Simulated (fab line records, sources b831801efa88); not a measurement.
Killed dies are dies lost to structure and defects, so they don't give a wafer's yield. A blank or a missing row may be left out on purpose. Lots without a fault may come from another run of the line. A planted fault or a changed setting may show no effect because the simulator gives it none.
Which tool did it? | flow sky130 | 7 lots, 21 wafers sampled, at 4 steps of a route of 708

WHAT THE GAUGES READ, wafer by wafer
SKY_LDD_LDN_TW_MEAS_13.
lot  | measured     | on            | LDD_LDN_TW
L626 | day 23 09:21 | film_metro-04 | 1472 1466 1463
L628 | day 24 14:15 | film_metro-01 | 1458 1462 1469
L630 | day 25 03:04 | film_metro-01 | 1448 1452 1449
L632 | day 25 15:54 | film_metro-03 | 1491 1486 1483
L636 | day 27 07:27 | film_metro-01 | 1471 1474 1470
L646 | day 30 15:42 | film_metro-04 | 1464 1462 1462
L647 | day 30 21:55 | film_metro-04 | 1464 1462 1460

WHICH TOOL RAN EACH LOT (tool, then ch and the chambers of the sampled wafers, then the start)
lot  | SKY_FIELD_ISO_STRIP_16              | SKY_VT_ADJUST_PCH_STRIP_09           | SKY_POLY_GATE_ETCH_17
L626 | plasma_asher-03 ch 0,1, day 2 16:28 | plasma_asher-01 ch 0,1, day 10 20:29 | rie_si-01 ch 2,3, day 16 18:07
L628 | plasma_asher-01 ch 0,1, day 3 01:28 | plasma_asher-01 ch 0,1, day 11 20:17 | rie_si-02 ch 0,3, day 17 21:42
L630 | plasma_asher-02 ch 0,1, day 3 11:05 | plasma_asher-03 ch 0,1, day 12 06:40 | rie_si-02 ch 0,2,3, day 18 16:10
L632 | plasma_asher-01 ch 0,1, day 4 00:17 | plasma_asher-02 ch 0,1, day 12 23:52 | rie_si-01 ch 0,1,2, day 19 06:28
L636 | plasma_asher-01 ch 0,1, day 4 19:01 | plasma_asher-02 ch 0,1, day 14 03:29 | rie_si-02 ch 0,2,3, day 20 20:33
L646 | plasma_asher-01 ch 0,1, day 7 01:26 | plasma_asher-02 ch 0, day 17 15:16   | rie_si-02 ch 1,3, day 24 13:02
L647 | plasma_asher-03 ch 1, day 7 07:16   | plasma_asher-02 ch 0, day 17 19:27   | rie_si-02 ch 1,3, day 24 19:33
- SKY_FIELD_ISO_STRIP_16: strips in O2/N2.
- SKY_VT_ADJUST_PCH_STRIP_09: strips in O2/N2.
- SKY_POLY_GATE_ETCH_17: etches poly-Si in HBr/Cl2, stops on SiO2, target depth 180 nm, time 70.5 s.

THE ANSWER, worked out from the rows above alone
Rule: what is usual is taken from the lots themselves. Put in order of their means at a reading, lots are off if they are a third of the lots or fewer, leave a main group of 4 or more, and stand apart from it by a gap of 3 or more times the standard deviation of the main group's means; of several such gaps the widest counts. A main group whose means are all the same, to the digits that the tables above print for the reading, isn't used. A lot without any number at a reading at which 4 lots or more have one is off too. The other lots that the step has rows for count as sound.
No lot is off at any reading shown: from this, nothing can be told.

WHAT THE SIMULATOR HAD PUT IN
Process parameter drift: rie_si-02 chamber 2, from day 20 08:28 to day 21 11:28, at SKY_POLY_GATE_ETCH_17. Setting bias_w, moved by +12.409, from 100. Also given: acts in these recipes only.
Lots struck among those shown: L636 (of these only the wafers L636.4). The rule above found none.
